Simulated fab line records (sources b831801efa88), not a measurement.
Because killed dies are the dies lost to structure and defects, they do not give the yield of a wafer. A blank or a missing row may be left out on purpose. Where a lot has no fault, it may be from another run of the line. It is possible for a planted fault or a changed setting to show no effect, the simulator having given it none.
What tool caused it? / flow sky130 / 10 lots with 30 wafers sampled at 2 steps, on a route of 708 steps

## WHAT THE GAUGES SHOWED, per wafer
SKY_CAPM_THK_MEAS_01.
lot=L940; measured=day 37 00:38; on=film metro-04; CAPM_CVD_00_THK (nm)=15.35 15.66 15.53
lot=L944; measured=day 38 22:10; on=film metro-04; CAPM_CVD_00_THK (nm)=15.32 15.54 15.51
lot=L946; measured=day 39 03:35; on=film metro-04; CAPM_CVD_00_THK (nm)=15.28 15.65 15.84
lot=L947; measured=day 39 07:39; on=film metro-04; CAPM_CVD_00_THK (nm)=15.02 15.19 15.47
lot=L948; measured=day 39 17:05; on=film metro-02; CAPM_CVD_00_THK (nm)=15.05 15.25 14.83
lot=L949; measured=day 40 04:23; on=film metro-04; CAPM_CVD_00_THK (nm)=15.09 15.33 15.48
lot=L950; measured=day 40 07:31; on=film metro-04; CAPM_CVD_00_THK (nm)=15.58 15.15 15.64
lot=L953; measured=day 41 16:22; on=film metro-02; CAPM_CVD_00_THK (nm)=15.47 15.72 16.00
lot=L955; measured=day 41 20:46; on=film metro-02; CAPM_CVD_00_THK (nm)=15.40 15.41 15.78
lot=L957; measured=day 42 01:52; on=film metro-03; CAPM_CVD_00_THK (nm)=15.27 15.36 15.80

## EACH LOT AND THE TOOL THAT RAN IT (in order: tool; ch and the chambers of the sampled wafers; start)
lot=L940; SKY_CAPM_CVD_00=pecvd-04 ch 0,1, day 37 00:35
lot=L944; SKY_CAPM_CVD_00=pecvd-03 ch 1,2, day 38 22:08
lot=L946; SKY_CAPM_CVD_00=pecvd-04 ch 0,2, day 39 03:34
lot=L947; SKY_CAPM_CVD_00=pecvd-04 ch 0,1, day 39 07:37
lot=L948; SKY_CAPM_CVD_00=pecvd-02 ch 0,2, day 39 17:04
lot=L949; SKY_CAPM_CVD_00=pecvd-03 ch 0,1, day 40 04:21
lot=L950; SKY_CAPM_CVD_00=pecvd-04 ch 0,1, day 40 07:29
lot=L953; SKY_CAPM_CVD_00=pecvd-02 ch 0,1, day 41 16:20
lot=L955; SKY_CAPM_CVD_00=pecvd-04 ch 0,2, day 41 20:43
lot=L957; SKY_CAPM_CVD_00=pecvd-02 ch 1,2, day 42 01:50
- SKY_CAPM_CVD_00: deposits SiO2, target thk 15.5 nm.

## AS READ BY THE TOOLS THEMSELVES (means over the sampled wafers that have a number; for cases with no such wafer, the mark the record gives instead)
SKY_CAPM_CVD_00.
lot=L940; tool=pecvd-04; heater power w (W)=719
lot=L944; tool=pecvd-03; heater power w (W)=638
lot=L946; tool=pecvd-04; heater power w (W)=682
lot=L947; tool=pecvd-04; heater power w (W)=760
lot=L948; tool=pecvd-02; heater power w (W)=650
lot=L949; tool=pecvd-03; heater power w (W)=677
lot=L950; tool=pecvd-04; heater power w (W)=770
lot=L953; tool=pecvd-02; heater power w (W)=709
lot=L955; tool=pecvd-04; heater power w (W)=706
lot=L957; tool=pecvd-02; heater power w (W)=719

## THE ANSWER, worked out from the rows above alone
Rule: the usual values come from the lots themselves. Put in order of their means at a reading, lots are off if they are a third of the lots or fewer, leave a main group of 4 or more, and stand apart from it by a gap of 3 or more times the standard deviation of the main group's means; of several such gaps the widest counts. A main group is skipped when, at the precision printed for the reading in the tables above, its means are all equal. A lot without any number at a reading at which 4 lots or more have one is off too. Where the step has rows for the other lots, those lots are counted as sound. The gauges are gone through in route order, then the tools' own readings, and for those a lot's mean is taken as printed above. The first step at which some lot is off is used, and at that step the reading that is off furthest; a lot without a number counts as furthest.
Across all readings shown, no lot is off: no conclusion can be drawn from this.

## WHAT WAS PUT IN BY THE SIMULATOR
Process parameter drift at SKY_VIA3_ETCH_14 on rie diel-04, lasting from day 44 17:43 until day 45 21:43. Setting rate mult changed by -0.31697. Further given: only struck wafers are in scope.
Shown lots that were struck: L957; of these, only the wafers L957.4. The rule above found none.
